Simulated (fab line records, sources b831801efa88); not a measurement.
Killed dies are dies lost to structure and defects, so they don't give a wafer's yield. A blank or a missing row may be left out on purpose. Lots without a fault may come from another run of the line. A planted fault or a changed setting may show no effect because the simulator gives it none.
fab line records | flow sfq_line
record lots=6 wafers=18 last_day=83
route steps=325 shown M7@285 I7@296
lots that met no fault: from a run of the same line without faults
start_h: hours from the record's first day to the start of the lot's first wafer shown | wait_h: hours since the lot's step before | " the same as in the row above | L1.1+2: a row that stands for several wafers | - no value, or no start given | * or withheld: withheld | < > ~ a bound
route shown NAME@n: a module of which the file shows steps, and the number in the route of the first | usual: mean/standard deviation of fault-free wafers | same: alike in all rows | chamber/n: place in a boat | sites: the reading at each site | _std_site: their standard deviation | _edge_site: outer sites' mean less inner sites' | radius_mm: how far each site lies from the wafer's centre | mask NAME#n: copy n | behind: the tool/chamber that last shaped the wafer | hold: why the lot was held/for how many hours/how that ended | device: the transistor (n, p or np) that didn't switch | end of line: the same wafers' tests at the end of the route | a step without rows: its recipe alone | killed: dies lost to structure and defects at the first sort, not the wafer's yield | map: a wafer's dies, x killed, . not, _ none there
set.NAME: the setting as run; set.NAME@STEP: as run at that earlier step | model.NAME: the simulator's own value behind a step, which no gauge read
lots at some steps of the route; a table a step, a row a wafer
services: from which hour (start_h, from the record's first day; less than 0 if before it) a tool's chamber was out of use, for how many hours, and why
## steps
# step SFQ_TRILAYER_M7_LITHO_COAT_182
# recipe resist=BARC spin_rpm=3059 resist_thk_nm=62
# step SFQ_TRILAYER_M7_LITHO_COAT_177
# recipe resist=KrF spin_rpm=3000 resist_thk_nm=600
# step SFQ_TRILAYER_M7_LITHO_SOFTBAKE_181
# recipe temp_c=withheld time_s=withheld resist=KrF
# step SFQ_TRILAYER_M7_LITHO_EXPOSE_178
# recipe mask_id=M7 na=0.6 source_shape=conventional sigma_outer=0.65 target_cd_nm=500 dose_mj=14.4
# step SFQ_TRILAYER_M7_LITHO_PEB_180
# recipe peb_temp_c=115 peb_time_s=60 resist=KrF
# step SFQ_TRILAYER_M7_LITHO_DEVELOP_179
# recipe time_s=60 resist=KrF
# step SFQ_M7_OVL_MEAS_945
# usual M7_OVL=-1/6.6
# columns lot.wafer tool chamber start_h wait_h M7_OVL[nm]
L756.1 overlay-02 - 1655.10 0.1 -1
L756.5 " - " " 2
L756.6 " - " " -6
L758.3 overlay-01 - 1676.26 0.1 4
L758.5 " - " " 2
L758.6 " - " " 0
L760.1 overlay-01 - 1697.15 0.1 -17
L760.2 " - " " -14
L760.6 " - " " -17
L761.1 overlay-01 - 1852.07 0.1 -13
L761.4 " - " " -14
L761.6 " - " " -13
L764.2 overlay-02 - 1872.61 0.1 -10
L764.3 " - " " -3
L764.5 " - " " -4
L771.1 overlay-02 - 1903.99 0.1 -1
L771.3 " - " " -4
L771.6 " - " " -1
# step SFQ_TRILAYER_M7_BARC_OPEN_METAL_ETCH_229
# recipe mask_material=PR chemistry=O2 target_depth_nm=125 target=BARC icp_w=600 bias_w=80 pressure_mtorr=10 time_s=41.7
# usual drypump_motor_current_A=5.34/0.26 oes_product_au=0.682/0.0044
# same time_s=41.7
# columns lot.wafer tool chamber start_h wait_h drypump_motor_current_A oes_product_au rf_hours_counter_h
L756.1 rie_metal-02 1 1655.14 0.0 5.25 0.683 13
L756.5 " 0 " " 5.28 0.685 -
L756.6 " 1 " " 5.23 0.682 -
L758.3 rie_metal-03 0 1676.30 0.0 4.76 0.687 -
L758.5 " 0 " " 4.76 0.686 -
L758.6 " 1 " " 5.74 0.686 -
L760.1 rie_metal-02 0 1697.18 0.0 5.29 0.683 123
L760.2 " 1 " " 5.27 0.686 19
L760.6 " 0 " " 5.29 0.686 -
L761.1 rie_metal-02 1 1852.10 0.0 5.25 0.685 41
L761.4 " 0 " " 5.28 0.681 -
L761.6 " 1 " " 5.30 0.679 -
L764.2 rie_metal-02 0 1872.64 0.0 5.29 0.679 9
L764.3 " 1 " " 5.29 0.681 -
L764.5 " 0 " " 5.27 0.682 -
L771.1 rie_metal-01 0 1904.03 0.0 5.19 0.685 25
L771.3 " 0 " " 5.21 0.678 -
L771.6 " 0 " " 5.20 0.680 -
# step SFQ_TRILAYER_M7_ETCH_METAL_ETCH_180
# recipe target=Nb stop_on=SiO2 mask_material=PR chemistry=Cl2/Ar target_depth_nm=240 icp_w=600 bias_w=80 pressure_mtorr=10 time_s=120
# usual drypump_motor_current_A=5.33/0.26 oes_product_au=0.892/0.0066
# same time_s=120
# columns lot.wafer tool chamber start_h wait_h drypump_motor_current_A oes_product_au rf_hours_counter_h
L756.1 rie_metal-02 1 1655.20 0.0 5.24 0.894 13
L756.5 " 0 " " 5.28 0.903 -
L756.6 " 1 " " 5.29 0.890 -
L758.3 rie_metal-03 0 1676.38 0.1 4.77 0.880 -
L758.5 " 0 " " 4.77 0.887 -
L758.6 " 1 " " 5.75 0.890 -
L760.1 rie_metal-02 0 1697.24 0.0 5.30 0.883 123
L760.2 " 1 " " 5.27 0.900 19
L760.6 " 0 " " 5.28 0.889 -
L761.1 rie_metal-02 1 1852.16 0.0 5.26 0.896 41
L761.4 " 0 " " 5.29 0.889 -
L761.6 " 1 " " 5.26 0.889 -
L764.2 rie_metal-02 0 1872.70 0.0 5.27 0.899 9
L764.3 " 1 " " 5.25 0.898 -
L764.5 " 0 " " 5.29 0.897 -
L771.1 rie_metal-01 0 1904.09 0.0 5.20 0.897 25
L771.3 " 0 " " 5.19 0.893 -
L771.6 " 0 " " 5.20 0.892 -
# step SFQ_TRILAYER_M7_STRIP_STRIP_181
# recipe gas=O2 power_w=200 platen_temp_c=40 overash_fraction=0.65 chemistry=O2 pressure_mtorr=50
# usual drypump_motor_current_A=5.33/0.26 oes_product_au=1.002/0.0075
# columns lot.wafer tool chamber start_h wait_h drypump_motor_current_A oes_product_au rf_hours_counter_h
L756.1 rie_metal-02 1 1655.33 0.1 5.27 0.995 13
L756.5 " 0 " " 5.29 0.998 -
L756.6 " 1 " " 5.26 0.995 -
L758.3 rie_metal-03 0 1676.67 0.2 4.75 0.986 -
L758.5 " 0 " " 4.77 0.993 -
L758.6 " 1 " " 5.72 0.998 -
L760.1 rie_metal-02 0 1697.37 0.1 5.29 0.994 123
L760.2 " 1 " " 5.28 0.984 19
L760.6 " 0 " " 5.29 1.002 -
L761.1 rie_metal-02 1 1852.29 0.1 5.27 0.988 42
L761.4 " 0 " " 5.28 0.999 -
L761.6 " 1 " " 5.26 1.002 -
L764.2 rie_metal-02 0 1872.83 0.1 5.29 0.997 9
L764.3 " 1 " " 5.27 0.995 -
L764.5 " 0 " " 5.28 0.987 -
L771.1 rie_metal-01 0 1904.21 0.1 5.19 0.998 25
L771.3 " 0 " " 5.19 1.004 -
L771.6 " 0 " " 5.20 0.997 -
# step SFQ_TRILAYER_M7_STRIP_SOLV_CLEAN_182
# recipe chemistry=NMP temp_c=70 time_s=600
# step SFQ_TRILAYER_I7_DEP_PECVD_183
# recipe material=SiO2 temp_c=150 time_s=111.11 pressure_torr=2.4 rf_w=183.3 precursor=SiH4/N2O target_thk_nm=500
# usual chamber_pressure_Torr=2.400/0.0051 heater_power_w=83/9.5 rf_fwd_power_W=182.2/0.64 showerhead_vpp_V=814/35 throttle_valve_pct=25.4/0.9
# same time_s=111.11
# columns lot.wafer tool chamber start_h wait_h chamber_pressure_Torr heater_power_w rf_fwd_power_W showerhead_vpp_V throttle_valve_pct model.SiO2_of_TRILAYER_I7_DEP_PECVD_183.thk_nm
L756.1 pecvd-01 1 1656.10 0.0 2.396 60 256.2 963 25.3 553.2
L756.5 " 1 " " 2.392 64 256.7 974 25.5 564.5
L756.6 " 2 " " 2.393 53 256.1 931 25.6 561
L758.3 pecvd-01 2 1677.42 0.0 2.394 57 255.9 927 25.5 550.2
L758.5 " 2 " " 2.405 44 255.5 943 25.6 565
L758.6 " 1 " " 2.393 63 255.9 957 25.4 563
L760.1 pecvd-04 2 1698.14 0.0 2.395 69 181.3 824 22.5 495.7
L760.2 " 1 " " 2.395 108 182.8 867 24.5 496.9
L760.6 " 2 " " 2.399 74 181.6 820 22.2 501.9
L761.1 pecvd-03 2 1853.06 0.0 2.402 81 181.2 804 25.7 491.5
L761.4 " 1 " " 2.399 104 181.6 788 25.4 503.8
L761.6 " 2 " " 2.403 83 181.2 817 25.7 501.2
L764.2 pecvd-04 0 1873.60 0.0 2.413 82 182.0 936 23.4 504.1
L764.3 " 2 " " 2.396 69 181.5 834 22.6 507.4
L764.5 " 0 " " 2.392 83 182.0 940 23.6 510.1
L771.1 pecvd-01 0 1905.00 0.0 2.397 81 181.7 820 25.4 493.4
L771.3 " 1 " " 2.400 91 182.7 806 25.5 499.1
L771.6 " 2 " " 2.398 83 182.3 785 25.5 506.9
# step SFQ_TRILAYER_I7_CMP_CMP_184
# recipe material=SiO2 down_force_psi=3 platen_rpm=60 pad_velocity_m_s=0.94248
# usual motor_current_A=9.4/0.68 time_to_endpoint_s=219/6.9
# columns lot.wafer tool chamber start_h wait_h motor_current_A time_to_endpoint_s
L756.1 cmp-01 1 1656.66 0.5 9.5 259
L756.6 " 1 1658.66 2.5 9.6 265
L756.5 " 2 " " 9.9 267
L758.3 cmp-02 2 1679.60 2.1 9.0 246
L758.5 " 2 1681.60 4.1 8.9 259
L758.6 " 3 " " 8.7 268
L760.1 cmp-02 1 1700.00 1.8 9.2 211
L760.2 " 2 " " 9.2 213
L760.6 " 0 1701.50 3.3 9.0 226
L761.4 cmp-01 0 1853.14 0.0 9.2 220
L761.1 " 1 " " 9.5 215
L761.6 " 0 1855.14 2.0 8.8 221
L764.2 cmp-02 3 1874.18 0.5 8.7 224
L764.3 " 1 1875.18 1.5 9.7 229
L764.5 " 2 " " 8.4 227
L771.1 cmp-01 2 1905.68 0.6 9.4 205
L771.3 " 3 " " 11.3 211
L771.6 " 3 1908.18 3.1 10.7 219
# step SFQ_I7_BOW_MEAS_946
# recipe mode=bow
# usual I7_BOW=7/9.6
# columns lot.wafer tool chamber start_h wait_h I7_BOW[um]
L756.1 film_metro-02 - 1659.66 2.5 -5
L756.5 " - " " -7
L756.6 " - " " 9
L758.3 film_metro-04 - 1682.64 2.5 5
L758.5 " - " " -5
L758.6 " - " " 6
L760.1 film_metro-01 - 1702.00 1.5 1
L760.2 " - " " -5
L760.6 " - " " 4
L761.1 film_metro-01 - 1856.14 2.0 19
L761.4 " - " " 13
L761.6 " - " " 18
L764.2 film_metro-01 - 1876.70 2.0 8
L764.3 " - " " 6
L764.5 " - " " 4
L771.1 film_metro-04 - 1908.68 2.5 4
L771.3 " - " " 16
L771.6 " - " " 0
## services
# columns tool chamber start_h hours kind
rie_metal-02 - 1635.51 0.7 repair
rie_metal-01 1 1636.51 52.3 repair
cmp-01 - 1655.06 1.6 repair
cmp-01 - 1668.66 6.4 pm
cmp-01 - 1682.45 16.3 repair
cmp-01 - 1689.69 6.3 repair
rie_metal-01 0 1693.46 - clean
rie_metal-01 0 1693.46 - consumable_replace:focus_ring
rie_metal-01 0 1693.46 19.3 scheduled_down
rie_metal-01 0 1693.46 19.3 vent_cycle
rie_metal-02 - 1706.04 2.8 pm
pecvd-01 - 1745.33 0.5 repair
cmp-01 - 1765.78 1.3 repair
cmp-01 - 1771.99 4.0 pm
pecvd-03 - 1775.32 2.8 pm
cmp-01 - 1775.99 - consumable_replace:conditioner
cmp-01 - 1775.99 - consumable_replace:pad
rie_metal-02 0 1798.29 - clean
rie_metal-02 0 1798.29 - consumable_replace:focus_ring
rie_metal-02 0 1798.29 18.9 scheduled_down
rie_metal-02 0 1798.29 18.9 vent_cycle
cmp-02 - 1846.12 4.8 pm
rie_metal-03 - 1849.91 2.8 pm
pecvd-01 - 1852.39 1.0 repair
## key
first_sign step=SFQ_TRILAYER_I7_DEP_PECVD_183 reading=rf_fwd_power_W direction=up sigmas=99+ usual=182.2 struck=256.0
effect step=SFQ_TRILAYER_I7_DEP_PECVD_183 reading=showerhead_vpp_V direction=up sigmas=3.8 usual=814 struck=949
effect step=SFQ_TRILAYER_I7_CMP_CMP_184 reading=time_to_endpoint_s direction=up sigmas=6 usual=* struck=*
model_effect step=SFQ_TRILAYER_I7_DEP_PECVD_183 value=SiO2_of_TRILAYER_I7_DEP_PECVD_183.thk_nm without=506.3 struck=559.5
met_at SFQ_TRILAYER_I7_DEP_PECVD_183
struck_wafers L756.1,L756.5,L756.6,L758.3,L758.5,L758.6
fault kind=process_parameter_drift tool=pecvd-01 chamber=- onset_h=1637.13 steps=SFQ_TRILAYER_I7_DEP_PECVD_183 channel=rf_w offset=73.32 shape=step end_h=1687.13 acts_in=these_recipes_only stated=183.3
